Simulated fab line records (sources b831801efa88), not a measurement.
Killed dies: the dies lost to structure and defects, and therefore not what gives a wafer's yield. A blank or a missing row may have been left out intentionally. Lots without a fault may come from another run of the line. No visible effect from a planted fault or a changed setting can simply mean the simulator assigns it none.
fab line records	flow sky130
record: lots: 6	wafers: 18	last_day: 51
route steps=708 shown FIELD_ISO@1 PAD_OPEN@708
lots that met no fault: taken from a fault-free run of the same line
start_h: hours from the record's first day to the start of the lot's first wafer shown	wait_h: hours elapsed since this lot's preceding step	" the same as in the row above	L1.1+2: a row that stands for several wafers	- either no value or no given start	* or withheld: withheld	< > ~ a bound
route shown NAME@n: a module of which the file shows steps, and the number in the route of the first	usual: mean/standard deviation of fault-free wafers	same: alike in all rows	chamber/n: place in a boat	sites: the reading at each site	_std_site: the standard deviation of these	_edge_site: inner sites' mean taken away from outer sites' mean	radius_mm: for every site, how far away it sits from the centre of the wafer	mask NAME#n: copy n	behind: the last tool/chamber to shape the wafer	hold: why the lot was held/for how many hours/how that ended	device: transistor that didn't switch, given as n, p or np	end of line: the tests these same wafers got at the end of their route	a step with no rows: only its recipe	killed: dies that structure and defects cost at the first sort, which is not the same as the wafer's yield	map: a wafer's dies, marking killed ones x, the rest . and places with no die _
set.NAME: the run value of the setting; set.NAME@STEP: its run value at that earlier step	model.NAME: the simulator's own value behind a step, which no gauge read
lots at selected steps of the route; one table per step, one row per wafer
services: a tool's chamber out of use, with start hour (start_h, from the record's first day; less than 0 if before it), hours out, and reason
== steps ==
step: SKY_FIELD_ISO_BOW_MEAS_00
recipe: mode: bow
usual: INCOMING_BOW: -1/6.9
lot.wafer	tool	chamber	start_h	wait_h	INCOMING_BOW[um]
L115.1	film_metro-03	-	20.00	-	2
L115.2	"	-	"	"	2
L115.5	"	-	"	"	-11
L116.3	film_metro-03	-	25.04	-	-3
L116.4	"	-	"	"	7
L116.5	"	-	"	"	-2
L119.3	film_metro-01	-	40.04	-	13
L119.4	"	-	"	"	19
L119.5	"	-	"	"	-6
L134.1	film_metro-01	-	115.00	-	-16
L134.3	"	-	"	"	-9
L134.4	"	-	"	"	-8
L135.2	film_metro-03	-	120.02	-	-7
L135.4	"	-	"	"	-4
L135.6	"	-	"	"	-10
L136.3	film_metro-01	-	125.04	-	-11
L136.5	"	-	"	"	-1
L136.6	"	-	"	"	-4
step: SKY_FIELD_ISO_OXIDATION_01
recipe: temp_c: 900	ambient: O2	stabilise_s: 600	purge_s: 300	target_thk_a: 120	ox_time_s: 1843
step: SKY_FIELD_ISO_THK_MEAS_02
recipe: reads: SiO2_of_FIELD_ISO_OXIDATION_01
usual: FIELD_ISO_OXIDATION_00_THK: 12.02/0.28
lot.wafer	tool	chamber	start_h	wait_h	FIELD_ISO_OXIDATION_00_THK[nm]
L115.1	film_metro-01	-	21.63	0.0	11.52
L115.2	"	-	"	"	11.75
L115.5	"	-	"	"	11.75
L116.3	film_metro-01	-	27.93	0.0	11.89
L116.4	"	-	"	"	11.72
L116.5	"	-	"	"	11.96
L119.3	film_metro-03	-	42.33	0.0	11.75
L119.4	"	-	"	"	11.90
L119.5	"	-	"	"	11.76
L134.1	film_metro-01	-	117.65	0.0	12.31
L134.3	"	-	"	"	12.30
L134.4	"	-	"	"	12.16
L135.2	film_metro-01	-	124.28	0.0	12.41
L135.4	"	-	"	"	12.34
L135.6	"	-	"	"	12.35
L136.3	film_metro-01	-	134.01	0.0	12.58
L136.5	"	-	"	"	12.47
L136.6	"	-	"	"	12.52
step: SKY_FIELD_ISO_CVD_03
recipe: material: Si3N4	precursor: DCS/NH3	target_thk_nm: 165	temp_c: 770	time_s: 2830	pressure_mtorr: 250
usual: pressure_mtorr: 249.9/0.5	spike_tc_bottom_C: 786.0/1.7
lot.wafer	tool	chamber	start_h	wait_h	pressure_mtorr	spike_tc_bottom_C
L115.1	lpcvd-02	0	21.69	0.1	249.9	785.0
L115.2	"	0	"	"	249.7	784.3
L115.5	"	0	"	"	249.9	785.5
L116.3	lpcvd-02	0	28.96	1.0	250.1	788.0
L116.4	"	0	"	"	249.7	784.5
L116.5	"	0	"	"	249.3	786.6
L119.3	lpcvd-02	1	42.88	0.5	249.6	787.5
L119.4	"	1	"	"	250.0	788.5
L119.5	"	1	"	"	250.2	787.8
L134.1	lpcvd-02	0	117.71	0.1	-	-
L134.3	"	0	"	"	-	-
L134.4	"	0	"	"	-	-
L135.2	lpcvd-02	0	124.59	0.3	-	-
L135.4	"	0	"	"	-	-
L135.6	"	0	"	"	-	-
L136.3	lpcvd-02	0	158.09	24.1	249.4	785.3
L136.5	"	0	"	"	249.8	784.7
L136.6	"	0	"	"	249.6	783.6
step: SKY_FIELD_ISO_DEHYDRATE_05
recipe: temp_c: 200	time_s: 60
step: SKY_FIELD_ISO_HMDS_06
recipe: prime_time_s: 60	prime_temp_c: 120
step: SKY_FIELD_ISO_COAT_07
recipe: resist: BARC	temp_c: withheld	time_s: withheld	spin_rpm: 3000	resist_thk_nm: 60
step: SKY_FIELD_ISO_COAT_08
recipe: resist: KrF-thick	spin_rpm: 3000	resist_thk_nm: 450
step: SKY_FIELD_ISO_SOFTBAKE_09
recipe: temp_c: 100	time_s: 90	resist: KrF-thick
step: SKY_FIELD_ISO_EXPOSE_10
recipe: mask_id: FOM	na: 0.68	source_shape: annular	sigma_inner: 0.4	sigma_outer: 0.8	target_cd_nm: 150	dose_mj: 28
step: SKY_FIELD_ISO_PEB_11
recipe: peb_temp_c: withheld	peb_time_s: withheld	resist: KrF-thick
step: SKY_FIELD_ISO_DEVELOP_12
recipe: develop_time_s: 60	resist: KrF-thick	dev_temp_c: 21
step: SKY_FIELD_ISO_CD_MEAS_13
recipe: target_cd_nm: 150
usual: cd_nm: 149.8/1.5
lot.wafer	tool	chamber	start_h	wait_h	cd_nm
L115.1	cd_sem-02	-	38.97	-	149.4
L115.2	"	-	"	"	149.0
L115.5	"	-	"	"	148.2
L116.3	cd_sem-02	-	45.68	-	150.0
L116.4	"	-	"	"	149.7
L116.5	"	-	"	"	150.9
L119.3	cd_sem-01	-	60.76	-	150.1
L119.4	"	-	"	"	151.1
L119.5	"	-	"	"	152.3
L134.1	cd_sem-02	-	137.27	-	149.7
L134.3	"	-	"	"	150.1
L134.4	"	-	"	"	148.9
L135.2	cd_sem-02	-	144.19	-	148.0
L135.4	"	-	"	"	148.1
L135.6	"	-	"	"	147.9
L136.3	cd_sem-01	-	180.91	-	148.0
L136.5	"	-	"	"	148.8
L136.6	"	-	"	"	147.0
step: SKY_FIELD_ISO_ETCH_14
recipe: chemistry: N2/H2	target: BARC	ion_energy_ev: 200	source_w: 500	bias_w: 100	pressure_mtorr: 30	n2_flow_sccm: 100	h2_flow_sccm: 200	stop_on: SiO2	time_s: 45.9	target_depth_a: 600
usual: drypump_motor_current_A: 5.5/0.37	h2_flow_sccm: 199.9/0.53	n2_flow_sccm: 99.99/0.28	oes_product_au: 0.854/0.0049	throttle_valve_pct: 13.225/0.0091
lot.wafer	tool	chamber	start_h	wait_h	drypump_motor_current_A	h2_flow_sccm	n2_flow_sccm	oes_product_au	rf_hours_counter_h	throttle_valve_pct
L115.1	rie_diel-01	3	39.09	0.1	6.0	199.3	99.84	0.861	177	13.228
L115.2	"	0	"	"	5.2	199.5	100.28	0.857	139	13.244
L115.5	"	2	"	"	5.1	199.4	100.17	0.848	-	13.222
L116.3	rie_diel-01	0	45.76	0.1	5.2	199.8	99.46	0.855	139	13.211
L116.4	"	1	"	"	5.3	200.3	99.52	0.852	-	13.219
L116.5	"	2	"	"	5.1	199.7	99.60	0.852	-	13.222
L119.3	rie_diel-02	3	60.84	0.1	6.0	199.8	99.92	0.859	85	13.212
L119.4	"	2	"	"	5.8	200.0	100.04	0.842	6	13.228
L119.5	"	3	"	"	6.0	199.4	99.63	0.850	-	13.220
L134.1	rie_diel-01	1	137.39	0.1	5.3	199.0	99.87	0.863	153	13.243
L134.3	"	0	"	"	5.2	199.4	100.23	0.859	141	13.224
L134.4	"	2	"	"	5.1	199.9	99.94	0.850	92	13.223
L135.2	rie_diel-01	2	144.29	0.1	5.1	199.3	100.28	0.851	92	13.232
L135.4	"	0	"	"	5.2	200.7	100.11	0.857	142	13.225
L135.6	"	0	"	"	5.2	200.2	100.55	0.854	-	13.233
L136.3	rie_diel-02	3	180.99	0.1	6.0	200.0	100.02	0.854	87	13.215
L136.5	"	0	"	"	5.3	200.5	99.86	0.864	-	13.231
L136.6	"	1	"	"	5.2	200.3	99.98	0.856	-	13.210
step: SKY_FIELD_ISO_ETCH_15
recipe: chemistry: CHF3/O2	target_depth_nm: 180	stop_on: Si	source_w: 600	bias_w: 200	pressure_mtorr: 40	chf3_flow_sccm: 50	O2_flow_sccm: 5	time_s: 72
usual: O2_flow_sccm: 5.002/0.015	drypump_motor_current_A: 5.5/0.36	oes_product_au: 0.942/0.0064	throttle_valve_pct: 8.843/0.0093
lot.wafer	tool	chamber	start_h	wait_h	O2_flow_sccm	drypump_motor_current_A	oes_product_au	rf_hours_counter_h	throttle_valve_pct	model.etch.depth_nm
L115.1	rie_diel-01	3	39.13	0.0	4.989	5.9	0.950	177	8.846	165
L115.2	"	0	"	"	4.992	5.2	0.949	139	8.828	164.9
L115.5	"	2	"	"	4.988	5.1	0.952	-	8.852	166.1
L116.3	rie_diel-01	0	45.81	0.0	5.018	5.2	0.952	139	8.851	164.9
L116.4	"	1	"	"	5.019	5.2	0.932	-	8.853	163.8
L116.5	"	2	"	"	5.010	5.1	0.948	-	8.852	165.2
L119.3	rie_diel-02	3	60.88	0.0	4.996	6.0	0.952	85	8.831	163.8
L119.4	"	2	"	"	5.005	5.8	0.939	6	8.853	163.9
L119.5	"	3	"	"	5.009	5.9	0.931	-	8.850	163.6
L134.1	rie_diel-01	1	137.43	0.0	4.994	5.3	0.989	153	8.852	178.3
L134.3	"	0	"	"	5.031	5.2	0.979	141	8.858	177.6
L134.4	"	2	"	"	5.003	5.1	0.969	92	8.870	173.3
L135.2	rie_diel-01	2	144.33	0.0	5.021	5.1	0.974	92	8.857	174.2
L135.4	"	0	"	"	4.989	5.2	0.987	142	8.859	180
L135.6	"	0	"	"	5.013	5.2	0.989	-	8.864	179.1
L136.3	rie_diel-02	3	181.03	0.0	5.017	5.9	0.952	87	8.848	165.6
L136.5	"	0	"	"	5.002	5.3	0.949	-	8.841	164.4
L136.6	"	1	"	"	5.028	5.2	0.949	-	8.836	164.6
step: SKY_FIELD_ISO_STRIP_16
recipe: chemistry: O2/N2	power_w: 1400	pressure_mtorr: 1500	platen_temp_c: withheld	o2_flow_sccm: 3000	n2_flow_sccm: 300	overash_fraction: 0.5
usual: drypump_motor_current_A: 5.8/0.52	n2_flow_sccm: 299.9/0.84	oes_product_au: 0.378/0.0044	strip_time_to_endpoint_s: 3.572/0.03
lot.wafer	tool	chamber	start_h	wait_h	drypump_motor_current_A	n2_flow_sccm	oes_product_au	rf_hours_counter_h	strip_time_to_endpoint_s
L115.1	plasma_asher-01	1	39.19	0.0	5.7	300.4	0.386	37	3.612
L115.2	"	0	"	"	6.7	299.7	0.378	37	3.508
L115.5	"	1	"	"	5.7	300.4	0.376	-	3.599
L116.3	plasma_asher-04	0	45.90	0.1	5.3	299.5	0.380	-	3.521
L116.4	"	1	"	"	5.3	298.6	0.375	-	3.542
L116.5	"	0	"	"	5.3	299.4	0.380	-	3.554
L119.3	plasma_asher-01	1	60.97	0.1	5.7	300.8	0.383	-	3.572
L119.4	"	0	"	"	6.7	299.9	0.386	-	3.578
L119.5	"	1	"	"	5.7	298.7	0.378	-	3.561
L134.1	plasma_asher-03	0	137.49	0.0	6.1	300.0	0.377	43	3.599
L134.3	"	0	"	"	6.0	299.8	0.375	-	3.601
L134.4	"	1	"	"	5.3	299.3	0.380	-	3.639
L135.2	plasma_asher-04	1	144.39	0.0	5.3	299.3	0.386	35	3.637
L135.4	"	0	"	"	5.3	299.1	0.384	-	3.584
L135.6	"	1	"	"	5.3	299.1	0.382	-	3.588
L136.3	plasma_asher-04	0	181.12	0.1	5.3	299.1	0.379	-	3.545
L136.5	"	0	"	"	5.3	300.3	0.373	-	3.582
L136.6	"	1	"	"	5.3	299.1	0.376	-	3.561
step: SKY_FIELD_ISO_ETCH_17
recipe: target_depth_a: 3420	mask_material: Si3N4	chemistry: HBr/Cl2/O2	target: Si	taper_deg: 5	icp_w: 600	bias_w: 150	pressure_mtorr: 15	HBr_flow_sccm: 150	Cl2_flow_sccm: 40	O2_flow_sccm: 6	time_s: 97.7
usual: O2_flow_sccm: 5.997/0.018	drypump_motor_current_A: 5.8/0.54	he_backside_leak_sccm: 2.65/0.16	oes_product_au: 1.003/0.01	throttle_valve_pct: 25.656/0.011
lot.wafer	tool	chamber	start_h	wait_h	O2_flow_sccm	drypump_motor_current_A	he_backside_leak_sccm	oes_product_au	rf_hours_counter_h	throttle_valve_pct
L115.1	rie_si-02	1	39.29	0.1	6.008	6.7	2.78	0.992	17	25.679
L115.2	"	0	"	"	5.981	6.0	2.88	1.000	17	25.662
L115.5	"	0	"	"	5.972	6.0	2.75	0.991	-	25.672
L116.3	rie_si-02	3	45.96	0.0	5.990	6.1	2.87	1.010	26	25.656
L116.4	"	1	"	"	5.981	6.6	2.60	0.989	17	25.675
L116.5	"	1	"	"	6.014	6.6	2.63	0.997	-	25.657
L119.3	rie_si-02	1	61.04	0.0	6.014	6.7	2.55	0.989	17	25.680
L119.4	"	0	"	"	5.982	6.0	2.64	0.988	17	25.664
L119.5	"	2	"	"	5.970	5.5	2.65	1.010	-	25.644
L134.1	rie_si-02	0	137.59	0.1	5.982	6.0	2.65	0.999	18	25.643
L134.3	"	1	"	"	5.973	6.6	2.61	1.004	18	25.651
L134.4	"	3	"	"	6.004	6.1	2.87	1.010	27	25.648
L135.2	rie_si-02	0	144.49	0.1	6.004	6.0	2.82	1.003	18	25.663
L135.4	"	2	"	"	5.979	5.5	2.77	1.017	105	25.640
L135.6	"	1	"	"	6.035	6.7	2.53	0.999	-	25.644
L136.3	rie_si-02	3	181.19	0.0	6.000	6.1	2.77	0.998	27	25.665
L136.5	"	3	"	"	6.028	6.1	2.90	0.994	-	25.663
L136.6	"	0	"	"	5.988	6.0	2.58	0.985	-	25.668
step: SKY_FIELD_ISO_WET_ETCH_18
recipe: chemistry: H3PO4	target_depth_nm: 25	temp_c: 160	target: Si3N4	time_s: 286
step: SKY_FIELD_ISO_CLEAN_19
recipe: chemistry: SC1/SC2	mix: 1:4:20	temp_c: 70	time_s: 150
step: SKY_FIELD_ISO_CLEAN_20
recipe: chemistry: dHF	time_s: 20	dilution: 100:1
step: SKY_FIELD_ISO_WET_ETCH_21
recipe: chemistry: dHF	dilution: 100:1	target_depth_nm: 20	dry: ipa_marangoni	target: SiO2	temp_c: 25	time_s: 400
step: SKY_FIELD_ISO_OXIDATION_22
recipe: temp_c: 950	ambient: O2	stabilise_s: 600	purge_s: 300	target_thk_a: 100	ox_time_s: 623
lot.wafer	tool	chamber	start_h	wait_h	model.SiO2_of_FIELD_ISO_OXIDATION_01.thk_nm
L115.1	furnace-01	0	39.63	0.0	11.55
L115.2	"	0	"	"	11.72
L115.5	"	0	"	"	11.74
L116.3	furnace-02	0	46.65	0.3	11.91
L116.4	"	0	"	"	11.75
L116.5	"	0	"	"	11.94
L119.3	furnace-01	0	61.63	0.2	11.75
L119.4	"	0	"	"	11.85
L119.5	"	0	"	"	11.71
L134.1	furnace-02	0	139.63	1.7	10.13
L134.3	"	0	"	"	10.03
L134.4	"	0	"	"	10.04
L135.2	furnace-01	0	148.59	3.8	9.883
L135.4	"	0	"	"	9.923
L135.6	"	0	"	"	9.954
L136.3	furnace-01	0	181.63	0.1	12.59
L136.5	"	0	"	"	12.48
L136.6	"	0	"	"	12.53
step: SKY_FIELD_ISO_THK_MEAS_23
recipe: reads: SiO2_of_FIELD_ISO_OXIDATION_22
usual: FIELD_ISO_OXIDATION_01_THK: 10.07/0.22
lot.wafer	tool	chamber	start_h	wait_h	FIELD_ISO_OXIDATION_01_THK[nm]
L115.1	film_metro-03	-	40.80	0.0	9.61
L115.2	"	-	"	"	9.60
L115.5	"	-	"	"	9.60
L116.3	film_metro-03	-	47.84	0.0	9.89
L116.4	"	-	"	"	10.05
L116.5	"	-	"	"	10.10
L119.3	film_metro-01	-	62.83	0.0	9.61
L119.4	"	-	"	"	9.76
L119.5	"	-	"	"	9.69
L134.1	film_metro-01	-	140.86	0.1	-
L134.3	"	-	"	"	-
L134.4	"	-	"	"	-
L135.2	film_metro-01	-	149.77	0.0	-
L135.4	"	-	"	"	-
L135.6	"	-	"	"	-
L136.3	film_metro-02	-	182.82	0.0	10.05
L136.5	"	-	"	"	9.84
L136.6	"	-	"	"	10.06
step: SKY_FIELD_ISO_CVD_24
recipe: material: SiO2	target_thk_nm: 595	temp_c: 650	sigma_open_frac: 0.3	time_s: 99.2	sih4_flow_sccm: 60	pressure_mtorr: 6
step: SKY_FIELD_ISO_ANNEAL_26
recipe: temp_c: 1000	time_s: 1800	ambient: N2
step: SKY_FIELD_ISO_CMP_27
recipe: stop_on: Si3N4	t_overpolish_s: 16	down_force_psi: 4	platen_rpm: 60	target_thk_nm: 457.8	pad_velocity_m_s: 0.94248
usual: motor_current_A: 11.9/1	platen_rpm: 60.00/0.041	slurry_filter_dp_kPa: 13.50/0.14
lot.wafer	tool	chamber	start_h	wait_h	motor_current_A	platen_rpm	slurry_filter_dp_kPa
L115.2	cmp-01	3	44.40	0.1	12.7	60.00	13.70
L115.1	"	0	"	"	11.5	59.98	13.41
L115.5	"	2	"	"	14.7	59.98	13.55
L116.3	cmp-01	0	49.59	0.1	11.4	60.01	13.30
L116.4	"	1	"	"	10.6	59.97	13.26
L116.5	"	3	"	"	11.3	60.01	13.53
L119.4	cmp-01	2	66.31	1.8	14.4	59.96	13.45
L119.3	"	3	"	"	11.8	60.07	13.58
L119.5	"	2	"	"	14.8	60.00	13.60
L134.4	cmp-01	3	147.82	0.5	12.3	60.00	13.52
L134.3	"	0	"	"	11.6	59.91	13.21
L134.1	"	2	"	"	14.6	59.96	13.43
L135.4	cmp-02	1	153.74	0.0	11.0	60.02	13.48
L135.2	"	2	"	"	12.2	59.99	13.74
L135.6	"	1	"	"	11.3	60.02	13.45
L136.3	cmp-02	2	185.31	0.1	13.1	60.00	13.43
L136.6	"	1	"	"	11.2	59.98	13.60
L136.5	"	2	"	"	12.4	59.98	13.73
step: SKY_FIELD_ISO_WET_ETCH_28
recipe: chemistry: dHF	target_depth_nm: 23.7	target: SiO2	dilution: 10:1	temp_c: 25	time_s: 47
step: SKY_FIELD_ISO_WET_ETCH_29
recipe: chemistry: H3PO4	target_depth_nm: 160	target: Si3N4	temp_c: 160	time_s: 1825
lot.wafer	tool	chamber	start_h	wait_h	model.SiO2_of_FIELD_ISO_OXIDATION_01.thk_nm
L115.1	wet_bench-01	0	44.67	0.0	11.24
L115.2	"	0	"	"	11.41
L115.5	"	0	"	"	11.44
L116.3	wet_bench-01	0	49.86	0.0	11.59
L116.4	"	0	"	"	11.43
L116.5	"	0	"	"	11.62
L119.3	wet_bench-02	1	66.63	0.0	11.44
L119.4	"	1	"	"	11.53
L119.5	"	1	"	"	11.4
L134.1	wet_bench-04	0	148.14	0.0	9.814
L134.3	"	0	"	"	9.718
L134.4	"	0	"	"	9.731
L135.2	wet_bench-04	2	154.06	0.0	9.561
L135.4	"	2	"	"	9.601
L135.6	"	2	"	"	9.633
L136.3	wet_bench-04	2	185.58	0.0	12.28
L136.5	"	2	"	"	12.17
L136.6	"	2	"	"	12.21
step: SKY_FIELD_ISO_WET_ETCH_30
recipe: chemistry: dHF	target_depth_nm: 25	target: SiO2	dilution: 10:1	temp_c: 25	time_s: 50
step: SKY_PAD_OPEN_PROBE_99
usual: killed_at_M0_to_M3: 44/7.2	killed_at_M4_up: 3.1/1.7	killed_at_contacts: 24/5.2	killed_at_front_end: 15/4.1	killed_at_other: 0.3/0.61	killed_dies: 87/10	killed_on_rim: 17/3.8	killed_open: 48/7.5	killed_short: 39/6.6
same: gross_dies: 492	killed_at_back_side: 0
lot.wafer	tool	chamber	start_h	wait_h	killed_at_M0_to_M3	killed_at_M4_up	killed_at_contacts	killed_at_front_end	killed_at_other	killed_dies	killed_on_rim	killed_open	killed_short
L115.1	prober-02	-	1072.04	0.1	49	1	29	21	0	100	26	66	34
L115.2	prober-02	-	1072.09	0.1	39	1	31	14	0	85	19	48	36
L115.5	prober-02	-	1072.24	0.2	48	1	20	18	0	87	19	54	32
L134.1	prober-01	-	1196.09	0.1	67	6	33	386	0	492	96	71	45
L134.3	prober-01	-	1196.19	0.2	45	4	21	420	2	492	96	49	38
L134.4	prober-01	-	1196.24	0.2	57	4	28	403	0	492	96	44	51
L135.2	prober-01	-	1197.64	0.1	43	2	27	419	1	492	96	40	49
L135.4	prober-01	-	1197.74	0.2	42	4	24	422	0	492	96	47	40
L135.6	prober-01	-	1197.84	0.2	44	1	17	429	1	492	96	49	35
killed by level:class
L115.1 CONTACT:geometric_particle:open=12 VIA1:geometric_particle:open=11 VIA2:geometric_particle:open=11 FIELD_ISO:geometric_particle:open=9 LI_CONTACT:geometric_particle:open=8 VIA1:geometric_particle:short=7 METAL2:geometric_particle:short=5 VIA3:geometric_particle:open=5
L115.2 CONTACT:geometric_particle:open=10 VIA1:geometric_particle:open=10 VIA2:geometric_particle:open=8 METAL2:geometric_particle:short=7 LI_CONTACT:geometric_particle:open=7 VIA3:geometric_particle:open=6 CONTACT:geometric_particle:short=6 LOCAL_INTERCONNECT:geometric_particle:short=5
L115.5 VIA1:geometric_particle:open=14 VIA2:geometric_particle:open=10 METAL2:geometric_particle:short=10 CONTACT:geometric_particle:open=9 FIELD_ISO:geometric_particle:open=7 VIA3:geometric_particle:open=7 POLY_GATE:geometric_particle:short=4 LOCAL_INTERCONNECT:geometric_particle:short=4
L134.1 FIELD_ISO:area_cvd=376 VIA1:geometric_particle:open=23 CONTACT:geometric_particle:open=10 VIA3:geometric_particle:open=10 LI_CONTACT:geometric_particle:open=9 LOCAL_INTERCONNECT:geometric_particle:short=6 VIA2:geometric_particle:open=6 METAL2:geometric_particle:short=6
L134.3 FIELD_ISO:area_cvd=404 METAL1:geometric_particle:short=12 VIA1:geometric_particle:open=9 LI_CONTACT:geometric_particle:open=7 VIA2:geometric_particle:open=6 FIELD_ISO:geometric_particle:open=5 CONTACT:geometric_particle:open=5 VIA3:geometric_particle:open=5
L134.4 FIELD_ISO:area_cvd=397 VIA1:geometric_particle:short=8 VIA3:geometric_particle:open=8 LI_CONTACT:geometric_particle:open=7 CONTACT:geometric_particle:open=7 VIA1:geometric_particle:open=7 METAL1:geometric_particle:short=7 VIA2:geometric_particle:open=7
L135.2 FIELD_ISO:area_cvd=402 METAL1:geometric_particle:short=10 CONTACT:geometric_particle:open=8 LI_CONTACT:geometric_particle:open=7 LOCAL_INTERCONNECT:geometric_particle:short=6 VIA1:geometric_particle:open=6 VIA1:geometric_particle:short=6 METAL2:geometric_particle:short=6
L135.4 FIELD_ISO:area_cvd=405 VIA2:geometric_particle:open=9 VIA1:geometric_particle:open=8 LI_CONTACT:geometric_particle:open=6 VIA3:geometric_particle:open=6 LOCAL_INTERCONNECT:geometric_particle:short=5 CONTACT:geometric_particle:open=5 VIA1:geometric_particle:short=5
L135.6 FIELD_ISO:area_cvd=408 VIA1:geometric_particle:open=8 POLY_GATE:geometric_particle:short=7 LI_CONTACT:geometric_particle:open=7 METAL2:geometric_particle:short=6 VIA3:geometric_particle:open=6 CONTACT:geometric_particle:open=5 VIA2:geometric_particle:short=5
map L134.1 (x killed, . not)
__________xxxxxxxxxx_________
________xxxxxxxxxxxxxx_______
______xxxxxxxxxxxxxxxxxx_____
_____xxxxxxxxxxxxxxxxxxxx____
____xxxxxxxxxxxxxxxxxxxxxx___
___xxxxxxxxxxxxxxxxxxxxxxxx__
__xxxxxxxxxxxxxxxxxxxxxxxxxx_
_xxxxxxxxxxxxxxxxxxxxxxxxxxxx
_xxxxxxxxxxxxxxxxxxxxxxxxxxxx
_xxxxxxxxxxxxxxxxxxxxxxxxxxxx
_xxxxxxxxxxxxxxxxxxxxxxxxxxxx
_xxxxxxxxxxxxxxxxxxxxxxxxxxxx
_xxxxxxxxxxxxxxxxxxxxxxxxxxxx
_xxxxxxxxxxxxxxxxxxxxxxxxxxxx
_xxxxxxxxxxxxxxxxxxxxxxxxxxxx
__xxxxxxxxxxxxxxxxxxxxxxxxxx_
___xxxxxxxxxxxxxxxxxxxxxxxx__
____xxxxxxxxxxxxxxxxxxxxxx___
_____xxxxxxxxxxxxxxxxxxxx____
______xxxxxxxxxxxxxxxxxx_____
________xxxxxxxxxxxxxx_______
__________xxxxxxxxxx_________
map L135.2 (x killed, . not)
__________xxxxxxxxxx_________
________xxxxxxxxxxxxxx_______
______xxxxxxxxxxxxxxxxxx_____
_____xxxxxxxxxxxxxxxxxxxx____
____xxxxxxxxxxxxxxxxxxxxxx___
___xxxxxxxxxxxxxxxxxxxxxxxx__
__xxxxxxxxxxxxxxxxxxxxxxxxxx_
_xxxxxxxxxxxxxxxxxxxxxxxxxxxx
_xxxxxxxxxxxxxxxxxxxxxxxxxxxx
_xxxxxxxxxxxxxxxxxxxxxxxxxxxx
_xxxxxxxxxxxxxxxxxxxxxxxxxxxx
_xxxxxxxxxxxxxxxxxxxxxxxxxxxx
_xxxxxxxxxxxxxxxxxxxxxxxxxxxx
_xxxxxxxxxxxxxxxxxxxxxxxxxxxx
_xxxxxxxxxxxxxxxxxxxxxxxxxxxx
__xxxxxxxxxxxxxxxxxxxxxxxxxx_
___xxxxxxxxxxxxxxxxxxxxxxxx__
____xxxxxxxxxxxxxxxxxxxxxx___
_____xxxxxxxxxxxxxxxxxxxx____
______xxxxxxxxxxxxxxxxxx_____
________xxxxxxxxxxxxxx_______
__________xxxxxxxxxx_________
== services ==
tool	chamber	start_h	hours	kind
cmp-01	-	2.25	0.7	repair
cmp-01	-	12.93	2.1	repair
rie_diel-01	1	12.97	2.4	repair
rie_diel-02	0	23.28	4.2	repair
rie_diel-01	3	41.27	-	clean
rie_diel-01	3	41.27	20.8	scheduled_down
rie_diel-01	3	41.27	20.8	vent_cycle
plasma_asher-03	-	46.99	1.2	repair
cmp-01	-	55.16	11.1	repair
cmp-02	-	60.40	1.2	repair
cmp-02	-	60.52	0.6	repair
cmp-02	-	64.00	4.0	pm
plasma_asher-04	-	75.45	1.0	repair
rie_si-02	-	86.41	0.6	repair
rie_diel-01	-	87.14	15.6	pm
furnace-02	-	89.90	3.6	pm
rie_diel-01	2	105.09	3.9	repair
furnace-01	-	110.54	35.3	pm
lpcvd-02	-	126.37	28.1	pm
cmp-02	-	147.27	0.8	repair
rie_si-02	3	153.60	13.9	repair
rie_diel-02	3	155.54	3.6	repair
rie_diel-01	1	169.27	4.4	repair
wet_bench-02	-	172.44	1.9	repair
== key ==
first_sign: step: SKY_FIELD_ISO_CVD_03	reading: tool_record	direction: missing
effect: step: SKY_FIELD_ISO_ETCH_15	reading: oes_product_au	direction: up	sigmas: 6.2	usual: 0.942	struck: 0.981
effect: step: SKY_FIELD_ISO_THK_MEAS_23	reading: FIELD_ISO_OXIDATION_01_THK	direction: missing
effect: step: SKY_PAD_OPEN_PROBE_99	reading: killed_at_front_end	direction: up	sigmas: 98	usual: 15	struck: 413
model_effect: step: SKY_FIELD_ISO_ETCH_15	value: etch.depth_nm	without: 163.9	struck: 177.1
model_effect: step: SKY_FIELD_ISO_OXIDATION_22	value: SiO2_of_FIELD_ISO_OXIDATION_01.thk_nm	without: 12.33	struck: 9.994
model_effect: step: SKY_FIELD_ISO_WET_ETCH_29	value: SiO2_of_FIELD_ISO_OXIDATION_01.thk_nm	without: 12.01	struck: 9.676
more_kills_born_at: SKY_FIELD_ISO_CVD_03@lpcvd-02: 2385
met_at SKY_FIELD_ISO_CVD_03
struck_wafers L134.1,L134.3,L134.4,L135.2,L135.4,L135.6
later_rows_left_out L134.1,L134.3,L134.4,L135.2,L135.4,L135.6
tester_left_out L134,L135
onset_between 42.88 117.71
fault: kind: skipped_step_whole	tool: lpcvd-02	chamber: -	onset_h: 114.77	steps: SKY_FIELD_ISO_CVD_03	scope: struck_lots_only
tester_left_out: of these lots the tester's yield and bins aren't shown, on N5 and GAA mostly nor the transistor test; their killed dies are dies lost to structure and defects alone, not to doping, threshold or leakage, so they don't give the yield
later_rows_left_out: the simulator's readings of these wafers behind a module that went badly wrong aren't trusted and aren't shown, but for the sort
